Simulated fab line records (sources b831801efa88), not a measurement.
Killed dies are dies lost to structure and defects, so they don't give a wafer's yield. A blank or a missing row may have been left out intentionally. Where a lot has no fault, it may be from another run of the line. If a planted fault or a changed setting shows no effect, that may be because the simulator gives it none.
The tool behind it: which one? | flow sky130 | 33 wafers from 11 lots sampled at 5 of the route's 708 steps

## WHAT THE GAUGES SHOWED, per wafer
SKY_SONOS_ONO_THK_MEAS_03. Usual: for SONOS_ONO_CVD_02_THK the level is 10.51 nm and the standard deviation is 0.14.
lot  | measured     | on            | SONOS_ONO_CVD_02_THK (nm) | flag
L223 | day 11 20:44 | film_metro-03 | 10.32 10.53 10.28         |
L224 | day 12 04:05 | film_metro-03 | 10.61 10.56 10.66         |
L225 | day 12 13:00 | film_metro-04 | 10.79 10.59 10.84         |
L226 | day 12 16:44 | film_metro-01 | 10.49 10.46 10.34         |
L227 | day 13 04:22 | film_metro-01 | 10.49 10.51 10.55         |
L229 | day 13 19:21 | film_metro-04 | 10.46 10.40 10.34         |
L230 | day 14 03:08 | film_metro-04 | 10.42 10.40 10.48         |
L231 | day 14 14:29 | film_metro-01 | 10.33 10.48 10.53         |
L233 | day 15 01:52 | film_metro-04 | 10.61 10.67 10.53         |
L238 | day 16 20:41 | film_metro-01 | 10.84 10.94 11.08         | OFF
L240 | day 17 10:46 | film_metro-03 | 11.73 11.54 11.50         | OFF

SKY_POLY_GATE_CD_MEAS_13: target cd 150 nm. Usual: cd_nm reads 151.0 nm (standard deviation 1.5).
lot  | measured     | on        | cd_nm (nm)        | flag
L223 | day 16 14:14 | cd_sem-02 | 150.3 149.5 151.7 |
L224 | day 17 00:28 | cd_sem-02 | 149.9 151.2 149.6 |
L225 | day 17 07:47 | cd_sem-02 | 153.8 153.3 151.2 |
L226 | day 17 22:37 | cd_sem-02 | 150.2 148.6 149.8 |
L227 | day 18 03:10 | cd_sem-02 | 149.7 149.0 149.6 |
L229 | day 18 18:38 | cd_sem-01 | 151.4 151.4 149.8 |
L230 | day 19 03:58 | cd_sem-02 | 150.2 151.1 151.2 |
L231 | day 19 20:29 | cd_sem-01 | 149.1 148.2 147.6 |
L233 | day 20 10:47 | cd_sem-02 | 151.5 152.5 152.0 |
L238 | day 22 10:53 | cd_sem-01 | 151.3 153.5 151.4 |
L240 | day 23 01:05 | cd_sem-02 | 152.1 150.4 152.0 |

## WHAT TOOL EACH LOT RAN ON (gives the tool, then ch and the chambers of the sampled wafers, and finally the start)
lot  | SKY_FIELD_ISO_ETCH_14             | SKY_PWDE_STRIP_09                   | SKY_SONOS_ONO_CVD_02
L223 | rie_diel-01 ch 0,2,3, day 2 11:16 | plasma_asher-02 ch 0,1, day 4 03:02 | lpcvd-02 ch 0, day 11 19:41
L224 | rie_diel-04 ch 1,2, day 2 14:43   | plasma_asher-04 ch 0,1, day 4 05:08 | lpcvd-02 ch 0, day 12 03:02
L225 | rie_diel-03 ch 0,1, day 2 22:08   | plasma_asher-04 ch 1, day 4 12:34   | lpcvd-02 ch 1, day 12 11:25
L226 | rie_diel-01 ch 0,2,3, day 3 01:29 | plasma_asher-04 ch 0,1, day 4 15:07 | lpcvd-02 ch 1, day 12 15:41
L227 | rie_diel-04 ch 1,2,3, day 3 07:16 | plasma_asher-02 ch 0,1, day 5 00:10 | lpcvd-02 ch 0, day 13 03:19
L229 | rie_diel-01 ch 1,3, day 3 17:32   | plasma_asher-02 ch 0, day 5 11:01   | lpcvd-02 ch 0, day 13 18:18
L230 | rie_diel-01 ch 1,3, day 3 22:07   | plasma_asher-04 ch 0,1, day 5 15:59 | lpcvd-02 ch 0, day 14 01:59
L231 | rie_diel-01 ch 1,2,3, day 4 03:25 | plasma_asher-02 ch 0,1, day 5 22:55 | lpcvd-02 ch 0, day 14 13:26
L233 | rie_diel-04 ch 1,2,3, day 4 13:29 | plasma_asher-02 ch 0,1, day 6 09:25 | lpcvd-02 ch 1, day 15 00:49
L238 | rie_diel-01 ch 0,2,3, day 5 19:01 | plasma_asher-04 ch 0,1, day 7 15:13 | lpcvd-02 ch 1, day 16 19:38
L240 | rie_diel-01 ch 0,2, day 6 02:49   | plasma_asher-04 ch 0,1, day 8 01:40 | lpcvd-02 ch 1, day 17 09:41
- SKY_FIELD_ISO_ETCH_14: etches BARC in N2/H2, stops on SiO2, time 47.97 s, target depth 60 nm.
- SKY_PWDE_STRIP_09: strips in O2/N2.
- SKY_SONOS_ONO_CVD_02: deposits Si3N4 from DCS/NH3, target thk 10.5 nm, time 180 s.

## AS READ BY THE TOOLS THEMSELVES (means over the sampled wafers that have a number; for cases with no such wafer, the mark the record gives instead)
SKY_FIELD_ISO_ETCH_14. Usual: drypump_motor_current_A 6.0 A, standard deviation 0.48; n2_flow_sccm 100.0 sccm, standard deviation 0.32; oes_product_au 0.846 a.u., standard deviation 0.0048; throttle_valve_pct 13.223 %, standard deviation 0.009.
lot  | tool        | drypump_motor_current_A (A) | n2_flow_sccm (sccm) | oes_product_au (a.u.) | throttle_valve_pct (%) | flag
L223 | rie_diel-01 | 5.8                         | 99.9                | 0.842                 | 13.235                 |
L224 | rie_diel-04 | 6.4                         | 99.9                | 0.849                 | 13.226                 |
L225 | rie_diel-03 | 6.0                         | 100.0               | 0.845                 | 13.225                 |
L226 | rie_diel-01 | 5.8                         | 100.0               | 0.845                 | 13.217                 |
L227 | rie_diel-04 | 6.0                         | 99.8                | 0.848                 | 13.228                 |
L229 | rie_diel-01 | 6.1                         | 100.0               | 0.846                 | 13.217                 |
L230 | rie_diel-01 | 6.1                         | 100.3               | 0.849                 | 13.213                 |
L231 | rie_diel-01 | 6.3                         | 100.0               | 0.852                 | 13.222                 |
L233 | rie_diel-04 | 6.0                         | 99.5                | 0.852                 | 13.234                 |
L238 | rie_diel-01 | 5.8                         | 99.7                | 0.847                 | 13.232                 |
L240 | rie_diel-01 | 5.7                         | 99.7                | 0.843                 | 13.215                 |

SKY_PWDE_STRIP_09. Usual: drypump_motor_current_A 5.5 A, standard deviation 0.34; n2_flow_sccm 300.1 sccm, standard deviation 0.81; oes_product_au 0.723 a.u., standard deviation 0.0046; strip_time_to_endpoint_s 36.92 s, standard deviation 0.11.
lot  | tool            | drypump_motor_current_A (A) | n2_flow_sccm (sccm) | oes_product_au (a.u.) | strip_time_to_endpoint_s (s) | flag
L223 | plasma_asher-02 | 5.6                         | 299.4               | 0.724                 | 37.09                        |
L224 | plasma_asher-04 | 5.3                         | 299.2               | 0.723                 | 36.97                        |
L225 | plasma_asher-04 | 5.4                         | 301.1               | 0.719                 | 36.99                        |
L226 | plasma_asher-04 | 5.1                         | 299.2               | 0.723                 | 36.94                        |
L227 | plasma_asher-02 | 5.6                         | 299.6               | 0.724                 | 37.04                        |
L229 | plasma_asher-02 | 5.6                         | 299.7               | 0.719                 | 36.73                        |
L230 | plasma_asher-04 | 5.1                         | 300.1               | 0.718                 | 37.04                        |
L231 | plasma_asher-02 | 5.5                         | 300.9               | 0.721                 | 36.89                        |
L233 | plasma_asher-02 | 5.5                         | 300.8               | 0.726                 | 36.92                        |
L238 | plasma_asher-04 | 5.2                         | 300.1               | 0.728                 | 37.03                        |
L240 | plasma_asher-04 | 5.1                         | 299.6               | 0.721                 | 37.03                        |

SKY_SONOS_ONO_CVD_02. Usual: spike_tc_centre_C 771.0 C, standard deviation 1.2; susceptor_temp_C 770.0 C, standard deviation 0.34; zone_power_lower_pct 12.19 %, standard deviation 0.22; zone_power_upper_pct 13.04 %, standard deviation 0.13.
lot  | tool     | spike_tc_centre_C (C) | susceptor_temp_C (C) | zone_power_lower_pct (%) | zone_power_upper_pct (%) | flag
L223 | lpcvd-02 | 771.8                 | 770.3                | 12.07                    | 12.92                    |
L224 | lpcvd-02 | 771.6                 | 769.9                | 12.06                    | 13.18                    |
L225 | lpcvd-02 | 770.1                 | 770.0                | 12.41                    | 12.93                    |
L226 | lpcvd-02 | 770.3                 | 770.1                | 12.31                    | 12.93                    |
L227 | lpcvd-02 | 771.1                 | 770.1                | 12.11                    | 13.00                    |
L229 | lpcvd-02 | 772.5                 | 770.1                | 12.14                    | 12.93                    |
L230 | lpcvd-02 | 771.6                 | 770.2                | 11.92                    | 13.15                    |
L231 | lpcvd-02 | 771.6                 | 770.4                | 11.99                    | 13.08                    |
L233 | lpcvd-02 | 770.7                 | 769.7                | 12.42                    | 13.00                    |
L238 | lpcvd-02 | 781.5                 | 770.0                | 10.84                    | 11.30                    | OFF
L240 | lpcvd-02 | 781.9                 | 770.3                | 10.88                    | 11.44                    | OFF

## THE ANSWER, worked out from the rows above alone
Rule: take the mean of a lot's wafers that have a number; if it is more than 3 standard deviations from the usual mean, the lot is off. Also off: a lot with no number at a reading for which 4 or more lots have one. All remaining lots with rows at the step are treated as sound. Order of review: gauges by route order, followed by the tools' own readings, for which a lot's mean as printed above is used. The first step at which some lot is off is used, and at that step the reading that is off furthest; a lot without a number counts as furthest.
Off: at SKY_SONOS_ONO_THK_MEAS_03 (SONOS_ONO_CVD_02_THK), L238, L240.
A tool fits if, at a process step before that reading, it ran every lot that is off, and no sound lot after the first of them. The gauges at SKY_SONOS_ONO_THK_MEAS_03 aren't tried: what is off there is off at SKY_SONOS_ONO_CVD_02 too, on other tools, and a gauge's error can't cause that. Can't be told from this: 3 tools fit, rie_diel-01 at SKY_FIELD_ISO_ETCH_14, plasma_asher-04 at SKY_PWDE_STRIP_09, lpcvd-02 at SKY_SONOS_ONO_CVD_02.

## WHAT THE SIMULATOR HAD INSERTED
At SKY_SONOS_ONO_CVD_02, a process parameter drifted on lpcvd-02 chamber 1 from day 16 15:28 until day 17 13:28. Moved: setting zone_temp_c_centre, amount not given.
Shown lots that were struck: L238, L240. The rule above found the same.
